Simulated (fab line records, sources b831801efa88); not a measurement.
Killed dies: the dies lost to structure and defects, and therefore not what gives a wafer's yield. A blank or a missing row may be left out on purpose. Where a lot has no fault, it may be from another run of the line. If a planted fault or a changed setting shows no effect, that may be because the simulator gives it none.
Split-lot study	flow sky130	on a route of 708 steps: 5 lots, 23 wafers read

== ABOUT THE SPLIT ==
At SKY_VT_ADJUST_HVTP_DEVELOP_06 (develop time 60 s), the setting dev-temp-c was moved away from the recipe's 23 C on 9 of the 23 wafers read, by -11.8% to +13.0%. The other wafers ran this setting at the recipe's value.

No step appears in the file between the split and the reading.

== THE READING ==
cd-nm at SKY_VT_ADJUST_HVTP_CD_MEAS_07, given in nm (cd target 380 nm). Fault-free wafers of this fab line usually give 379.3 nm, standard deviation 2.2 nm.

wafer	tool, chamber at the split	dev-temp-c as run, C	against the recipe	cd-nm, nm	against lot-mates on the recipe
L075.1	litho-track-03, 0	23	recipe	381.3	-
L075.2	litho-track-03, 0	23	recipe	380.0	-
L075.4	litho-track-03, 0	20.29	-11.8%	387.5	+7.5
L075.5	litho-track-03, 0	23	recipe	378.7	-
L075.6	litho-track-03, 0	20.29	-11.8%	390.0	+10.0
L076.2	litho-track-01, 0	23	recipe	378.8	-
L076.5	litho-track-01, 0	23	recipe	381.9	-
L076.6	litho-track-01, 0	23	recipe	380.4	-
L081.1	litho-track-01, 0	24.5	+6.5%	373.9	-5.1
L081.2	litho-track-01, 0	24.5	+6.5%	373.9	-5.1
L081.3	litho-track-01, 0	23	recipe	378.4	-
L081.4	litho-track-01, 0	23	recipe	380.3	-
L081.5	litho-track-01, 0	23	recipe	378.3	-
L083.1	litho-track-02, 0	25.98	+13.0%	369.3	-9.2
L083.2	litho-track-02, 0	23	recipe	379.0	-
L083.3	litho-track-02, 0	23	recipe	378.1	-
L083.4	litho-track-02, 0	25.98	+13.0%	368.3	-10.2
L083.6	litho-track-02, 0	25.98	+13.0%	368.5	-10.1
L085.1	litho-track-01, 0	23	recipe	375.6	-
L085.3	litho-track-01, 0	24.04	+4.5%	373.6	-3.1
L085.4	litho-track-01, 0	24.04	+4.5%	373.2	-3.5
L085.5	litho-track-01, 0	23	recipe	376.2	-
L085.6	litho-track-01, 0	23	recipe	378.3	-

FIT RESULTS
A straight line over all 23 wafers: cd-nm changes by -0.819 nm for each +1% of dev-temp-c; r = -0.96; the points scatter about the line by 1.6 nm.
The same after taking each lot's own level away (the mean of its wafers on the recipe; 23 wafers): -0.754 nm for each +1%; r = -0.98; scatter 0.95 nm.
The reading moves by 9.8 nm for the largest change in dev-temp-c, on that fit.
The span of the lots' own levels, 376.70 to 380.37 nm, comes to 1.7 times the standard deviation stated above.
Consequently the slope shifts little with the lot-to-lot level, the two slopes agreeing.
Check: with one of the wafers moved furthest among these (+13.0%) left out of the fit, the line predicts -9.94 nm for it against its lot-mates. Against them it came out at -9.25 nm.

== OTHER SPLITS ON THESE WAFERS ==
These wafers also went through other splits before the reading. Each is held against what the fit with the lots' levels taken away leaves over:
other split on the same wafers	wafers away from the commonest value	r with cd-nm (lot level and that fit taken away)
SKY_FIELD_ISO_CVD_03 temp-c	15	-0.03
SKY_FIELD_ISO_OXIDATION_22 temp-c	15	+0.02
SKY_PWDE_IMPLANT_08 energy-kev	8	-0.12
SKY_NWELL_IMPLANT_13 energy-kev	5	+0.14
SKY_NWELL_IMPLANT_24 dose-cm2	5	+0.42

== FILE'S OWN FIT ==
cd-nm changes by -0.755 nm for each +1% of dev-temp-c, r = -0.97.
